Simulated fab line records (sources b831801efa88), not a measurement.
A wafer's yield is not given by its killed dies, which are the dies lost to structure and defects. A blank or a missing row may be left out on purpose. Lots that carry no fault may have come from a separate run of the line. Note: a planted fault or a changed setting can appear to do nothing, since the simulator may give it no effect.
A struck lot beside a sound one || flow sky130 || 43 steps out of a route of 708
Sound: wafers L290.2, L290.3, L290.5. Struck: wafer L293.2; the same lot's L293.3 was not struck, so it is left out; see the end for the cause.
Each step with rows lists, per side, the tool, then ch with its chambers, then its first start. Under that, the readings that differ: sound wafers || struck wafers || difference of the means || sigmas: that difference in standard deviations of wafers without a fault.
alike: a reading whose means differ by less than 2 such deviations, as well as words and numbers matching on both sides. not compared: withheld readings; readings where some wafer has no value; bounds like >300 that might hide an equal value; numbers whose values overlap and for which the record gives no deviation.
The two part at a step that has a row with sigmas, a row that says differs or no value, or rows on one side only. When numbers do not overlap yet have no deviation, they are printed without sigmas and do not part them. A reading missing from all wafers of one side parts the sides only when that side holds two or more wafers.

SKY_VT_ADJUST_LVTN_OVL_MEAS_07:
  sound on overlay-01, day 9 10:35; struck on overlay-01, day 10 09:35
  alike: VT_ADJUST_LVTN_OVL
following that, these wafers have no rows for 1 step: SKY_VT_ADJUST_LVTN_IMPLANT_08.
SKY_VT_ADJUST_LVTN_STRIP_09: strips in O2/N2.
  sound on plasma asher-03 ch 0, day 9 10:46; struck on plasma asher-02 ch 0, day 10 09:46
  alike: drypump motor current A, o2 flow sccm, oes product au, strip time to endpoint s
  not compared: rf hours counter h
SKY_VT_ADJUST_LVTN_TW_MEAS_10:
  sound on film metro-03, day 9 10:52; struck on film metro-04, day 10 09:53
{"reading": "VT_ADJUST_LVTN_TW", "sound": "238.8 239.2 239.5", "struck": 243.2, "difference": "+4.0", "sigmas": "+2"}
then, 7 steps without rows for these wafers: SKY_VT_ADJUST_LVTN_DEHYDRATE_11 (time 60 s); SKY_VT_ADJUST_LVTN_HMDS_12 (prime time 60 s); SKY_VT_ADJUST_LVTN_COAT_13 (resist thk 1140 nm); SKY_VT_ADJUST_LVTN_SOFTBAKE_14 (time 60 s); SKY_VT_ADJUST_LVTN_EXPOSE_15 (exposes mask HVN STD DERIVED, target cd 600 nm); SKY_VT_ADJUST_LVTN_PEB_16; SKY_VT_ADJUST_LVTN_DEVELOP_17 (develop time 60 s).
SKY_VT_ADJUST_LVTN_OVL_MEAS_18:
  sound on overlay-02, day 10 08:47; struck on overlay-01, day 11 09:23
  alike: VT_ADJUST_LVTN_01_OVL
SKY_VT_ADJUST_LVTN_IMPLANT_19:
  sound on implanter-02 ch 0, day 10 08:50; struck on implanter-02 ch 0, day 11 09:26
SKY_VT_ADJUST_LVTN_STRIP_20: strips in O2/N2.
  sound on plasma asher-01 ch 0,1, day 10 08:58; struck on plasma asher-02 ch 0, day 11 09:34
  alike: drypump motor current A, o2 flow sccm, oes product au, strip time to endpoint s
  not compared: rf hours counter h
SKY_VT_ADJUST_LVTN_TW_MEAS_21:
  sound on film metro-02, day 10 09:05; struck on film metro-03, day 11 09:40
{"reading": "VT_ADJUST_LVTN_2_TW", "sound": "188.7 188.8 189.3", "struck": 184.9, "difference": -4.0, "sigmas": -3}
then, 7 steps without rows for these wafers: SKY_VT_ADJUST_NCORE_DEHYDRATE_00 (time 60 s); SKY_VT_ADJUST_NCORE_HMDS_01 (prime time 60 s); SKY_VT_ADJUST_NCORE_COAT_02 (resist thk 1140 nm); SKY_VT_ADJUST_NCORE_SOFTBAKE_03 (time 60 s); SKY_VT_ADJUST_NCORE_EXPOSE_04 (exposes mask LVTN COMPLEMENT THIN, target cd 380 nm); SKY_VT_ADJUST_NCORE_PEB_05; SKY_VT_ADJUST_NCORE_DEVELOP_06 (develop time 60 s).
SKY_VT_ADJUST_NCORE_CD_MEAS_07: target cd 380 nm.
  sound on cd sem-02, day 11 08:08; struck on cd sem-02, day 12 10:05
{"reading": "cd nm (nm)", "sound": "374.3 377.4 375.4", "struck": 381.6, "difference": "+5.9", "sigmas": "+2"}
SKY_VT_ADJUST_NCORE_OVL_MEAS_08:
  sound on overlay-01, day 11 08:14; struck on overlay-02, day 12 10:11
  alike: VT_ADJUST_NCORE_OVL
following that, these wafers have no rows for 1 step: SKY_VT_ADJUST_NCORE_IMPLANT_09.
SKY_VT_ADJUST_NCORE_STRIP_10: strips in O2/N2.
  sound on plasma asher-03 ch 0,1, day 11 08:25; struck on plasma asher-03 ch 1, day 12 10:22
  alike: drypump motor current A, o2 flow sccm, oes product au, strip time to endpoint s
  not compared: rf hours counter h
SKY_VT_ADJUST_NCORE_TW_MEAS_11:
  sound on film metro-04, day 11 08:31; struck on film metro-04, day 12 10:28
  alike: VT_ADJUST_NCORE_TW
then, 7 steps without rows for these wafers: SKY_VT_ADJUST_HVTR_DEHYDRATE_00 (time 60 s); SKY_VT_ADJUST_HVTR_HMDS_01 (prime time 60 s); SKY_VT_ADJUST_HVTR_COAT_02 (resist thk 1140 nm); SKY_VT_ADJUST_HVTR_SOFTBAKE_03 (time 60 s); SKY_VT_ADJUST_HVTR_EXPOSE_04 (exposes mask HVTRM, target cd 380 nm); SKY_VT_ADJUST_HVTR_PEB_05; SKY_VT_ADJUST_HVTR_DEVELOP_06 (develop time 60 s).
SKY_VT_ADJUST_HVTR_CD_MEAS_07: target cd 380 nm.
  sound on cd sem-01, day 12 08:00; struck on cd sem-02, day 13 11:00
  alike: cd nm
SKY_VT_ADJUST_HVTR_OVL_MEAS_08:
  sound on overlay-02, day 12 08:07; struck on overlay-01, day 13 11:07
  alike: VT_ADJUST_HVTR_OVL
following that, these wafers have no rows for 1 step: SKY_VT_ADJUST_HVTR_IMPLANT_09.
SKY_VT_ADJUST_HVTR_STRIP_10: strips in O2/N2.
  sound on plasma asher-02 ch 0, day 12 08:17; struck on plasma asher-04 ch 0, day 13 11:17
  alike: drypump motor current A, o2 flow sccm, oes product au, strip time to endpoint s
  not compared: rf hours counter h
SKY_VT_ADJUST_HVTR_TW_MEAS_11:
  sound on film metro-01, day 12 08:24; struck on film metro-01, day 13 11:24
  alike: VT_ADJUST_HVTR_TW
then, 3 steps without rows for these wafers: SKY_VT_ADJUST_PCH_DEHYDRATE_00 (time 60 s); SKY_VT_ADJUST_PCH_HMDS_01 (prime time 60 s); SKY_VT_ADJUST_PCH_COAT_02 (resist thk 3000 nm).
-- a jump in the record: the struck wafers' starts before and after are 35 days apart (it breaks off in module VT_ADJUST_PCH and resumes in module PAD_OPEN, where the first step shown is number 708 of the route) --
SKY_PAD_OPEN_PROBE_99:
  sound on prober-01, day 48 10:07; struck on prober-02, day 48 22:16
{"reading": "model.etest.res pwell under gate.rs ohm sq range", "sound": "71.22 62.31 61.44", "struck": 77.98, "difference": "+12.99", "sigmas": ""}
{"reading": "model.etest.nfet g5v0d10v5.vt v range", "sound": "0.01245 0.01318 0.00684", "struck": 0.02647, "difference": "+0.01565", "sigmas": ""}
  alike: killed_at_M0_to_M3, killed_at_M4_up, killed at contacts, killed at front end, killed at other, killed dies, killed open, killed short

WHERE THEY PART
At SKY_VT_ADJUST_LVTN_TW_MEAS_10 first; at SKY_VT_ADJUST_NCORE_CD_MEAS_07 last (within this record only). Later steps at which nothing parts them and some readings are alike: SKY_VT_ADJUST_NCORE_OVL_MEAS_08, SKY_VT_ADJUST_NCORE_STRIP_10, SKY_VT_ADJUST_NCORE_TW_MEAS_11, SKY_VT_ADJUST_HVTR_CD_MEAS_07, SKY_VT_ADJUST_HVTR_OVL_MEAS_08, SKY_VT_ADJUST_HVTR_STRIP_10, SKY_VT_ADJUST_HVTR_TW_MEAS_11, SKY_PAD_OPEN_PROBE_99.

WHY: whatever the simulator had introduced
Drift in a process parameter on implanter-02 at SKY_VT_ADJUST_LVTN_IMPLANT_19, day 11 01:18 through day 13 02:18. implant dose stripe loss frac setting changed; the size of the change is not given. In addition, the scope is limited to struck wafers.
